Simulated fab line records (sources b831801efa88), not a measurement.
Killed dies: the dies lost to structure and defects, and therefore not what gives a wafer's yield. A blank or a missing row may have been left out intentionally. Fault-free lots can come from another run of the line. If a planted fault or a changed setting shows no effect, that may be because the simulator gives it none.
Comparing a struck lot with a sound one    flow sky130    36 out of 708 route steps
Sound: wafers L443.1, L443.2, L443.5. Wafers L448.2, L448.4, L448.6 were the ones struck. At the end, the cause is stated.
Per side, at each step with rows, come the tool, then ch with its chambers, and then its first start. Under that, the readings that differ: sound wafers    struck wafers    difference of the means    sigmas: that difference in standard deviations of wafers without a fault.
alike: readings with means less than 2 such deviations apart, plus words and numbers identical on both sides. not compared: withheld readings, readings lacking a value on some wafer, bounds such as >300 that could conceal the same value, and numbers that have no deviation in the record and whose values overlap.
Wherever a step has rows on one side only, a row that says differs or no value, or a row with sigmas, the two part there. Non-overlapping numbers with no deviation appear without sigmas and do not part them. A reading missing from all wafers of one side parts the sides only when that side holds two or more wafers.

first, 10 steps without rows for these wafers: SKY_METAL4_DEHYDRATE_05 (time 60 s); SKY_METAL4_HMDS_06 (prime time 60 s); SKY_METAL4_COAT_07 (resist thk 60 nm); SKY_METAL4_COAT_08 (resist thk 1140 nm); SKY_METAL4_SOFTBAKE_09 (time 90 s); SKY_METAL4_EXPOSE_10 (exposes mask MM4, target cd 300 nm); SKY_METAL4_PEB_11; SKY_METAL4_DEVELOP_12 (develop time 60 s); SKY_METAL4_DESCUM_15 (chemistry O2, time 8 s); SKY_METAL4_ETCH_16 (etches BARC in N2/H2, stops on SiO2, time 88.2 s, target depth 60 nm).
SKY_METAL4_ETCH_17: etches SiO2 in C4F8/O2/Ar, stops on TiN, time 3.78 s, target depth 15 nm.
  sound on rieDiel-04 ch 0,1,2, day 43 18:31; struck on rieDiel-04 ch 0,3, day 44 10:03
  alike: biasW, chamberPressureMTorr, oesProductAu
  not compared: rfHoursCounterH
then, 24 steps without rows for these wafers: SKY_METAL4_METAL_ETCH_18 (etches the open film in Cl2/BCl3, stops on SiO2, target depth 845 nm, time 183.1 s); SKY_METAL4_STRIP_19 (strips in O2/N2); SKY_METAL4_STRIP_20 (strips in post etch residue remover, time 1200 s); SKY_METAL4_CLEAN_21 (cleans in IPA, time 180 s); SKY_METAL4_CLEAN_22 (cleans in O3/DIW); SKY_VIA4_HDPCVD_00 (deposits SiO2, target thk 1750 nm, time 291.7 s); SKY_VIA4_CMP_02 (polishes SiO2); SKY_VIA4_DEHYDRATE_04 (time 60 s); SKY_VIA4_HMDS_05 (prime time 60 s); SKY_VIA4_COAT_06 (resist thk 1140 nm); SKY_VIA4_SOFTBAKE_07 (time 62.73 s); SKY_VIA4_EXPOSE_08 (exposes mask VIM4, target cd 800 nm); SKY_VIA4_PEB_09; SKY_VIA4_DEVELOP_10 (develop time 60 s); SKY_VIA4_ETCH_12 (etches SiO2 in C4F8/O2/Ar, stops on TiN, target depth 580 nm); SKY_VIA4_STRIP_13 (strips in O2/N2); SKY_VIA4_STRIP_14 (strips in post etch residue remover, time 1200 s); SKY_VIA4_CLEAN_15 (cleans in IPA, time 180 s); SKY_VIA4_CLEAN_16 (cleans in O3/DIW); SKY_VIA4_SPUTTER_17 (material TiN, target thk 20 nm, time 80 s); SKY_VIA4_CVD_18 (deposits W, target thk 505 nm, time 152.14 s); SKY_VIA4_CMP_21 (polishes, stops on SiO2, t overpolish 25 s, target thk 0 nm); SKY_METAL5_SPUTTER_00 (material Ti, target thk 15 nm, time 10 s); SKY_METAL5_SPUTTER_01 (material TiN, target thk 20 nm, time 16.7 s).
-- the record jumps here: 4 days lie between the struck wafers' starts before and after (it left off in module METAL5 and takes up again in module PAD_OPEN, whose first step shown is number 708 of the route) --
SKY_PAD_OPEN_PROBE_99:
  only the struck wafers here have rows in the record (prober-02, day 47 23:01); the sound ones have none

== WHERE THEY PART ==
Within this record, at SKY_PAD_OPEN_PROBE_99 only.

WHY: what the simulator had put in
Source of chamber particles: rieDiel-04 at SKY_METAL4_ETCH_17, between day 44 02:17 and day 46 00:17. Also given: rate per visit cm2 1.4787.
